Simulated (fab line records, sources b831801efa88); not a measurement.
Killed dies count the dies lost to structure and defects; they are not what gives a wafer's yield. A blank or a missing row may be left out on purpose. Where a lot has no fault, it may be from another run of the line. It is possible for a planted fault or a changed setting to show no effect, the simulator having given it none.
Matching of chambers | flow sky130 | SKY_CAPM_CVD_00 on pecvd-04: 3 sister chambers
The step deposits SiO2, target thk 15.5 nm. 18 wafers are shown with their chamber, then 9 later ones without.

== WAFERS, EACH WITH ITS CHAMBER ==
wafer  | chamber | heater-power-w (W)
L077.1 | 0       | 820
L077.2 | 2       | 852
L077.4 | 2       | 842
L078.1 | 2       | 799
L078.5 | 2       | 813
L078.6 | 1       | 589
L083.2 | 1       | 679
L083.3 | 0       | 766
L083.4 | 1       | 660
L085.2 | 0       | 718
L085.4 | 0       | 720
L085.5 | 2       | 829
L087.2 | 0       | 813
L087.3 | 1       | 616
L087.5 | 0       | 821
L088.3 | 1       | 672
L088.5 | 1       | 685
L088.6 | 0       | 737

SIGNATURES, as means of the wafers listed above
reading        | chamber 0 | chamber 1 | chamber 2 | scatter within a chamber
heater-power-w | 770.71    | 650.17    | 827.00    | 38.8
Rule: for each reading, subtract the chamber's mean from the wafer's reading, divide by that reading's scatter and square the result; add these up over the readings and take the root, which gives the wafer's distance from the chamber. If the next closest chamber is less than 2 further off than the closest, the wafer can't be placed; otherwise it belongs to the closest. The scatter: take each reading less its chamber's mean, square it, sum over the shown wafers, divide by the number of wafers less the number of chambers, and take the root.

== WAFERS WHOSE CHAMBER IS MISSING ==
wafer  | heater-power-w (W)
L092.1 | 819
L092.2 | 604
L092.3 | 802
L092.4 | 612
L092.5 | 800
L092.6 | 618
L093.2 | 663
L093.3 | 713
L093.5 | 672

== CHAMBER TAKEN BY EACH ==
wafer  | from the rows above          | in truth
L092.1 | can't be placed: 2 or 0      | 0
L092.2 | 1                            | 1
L092.3 | can't be placed: 2 or 0      | 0
L092.4 | 1                            | 1
L092.5 | can't be placed: 2 or 0      | 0
L092.6 | 1                            | 1
L093.2 | 1                            | 1
L093.3 | can't be placed: 0 or 1 or 2 | 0
L093.5 | can't be placed: 1 or 0      | 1
Placed correctly: 4 of 9. Not placeable from these rows: 5 (in 5, the candidates include the true chamber). Wrongly placed: 0.
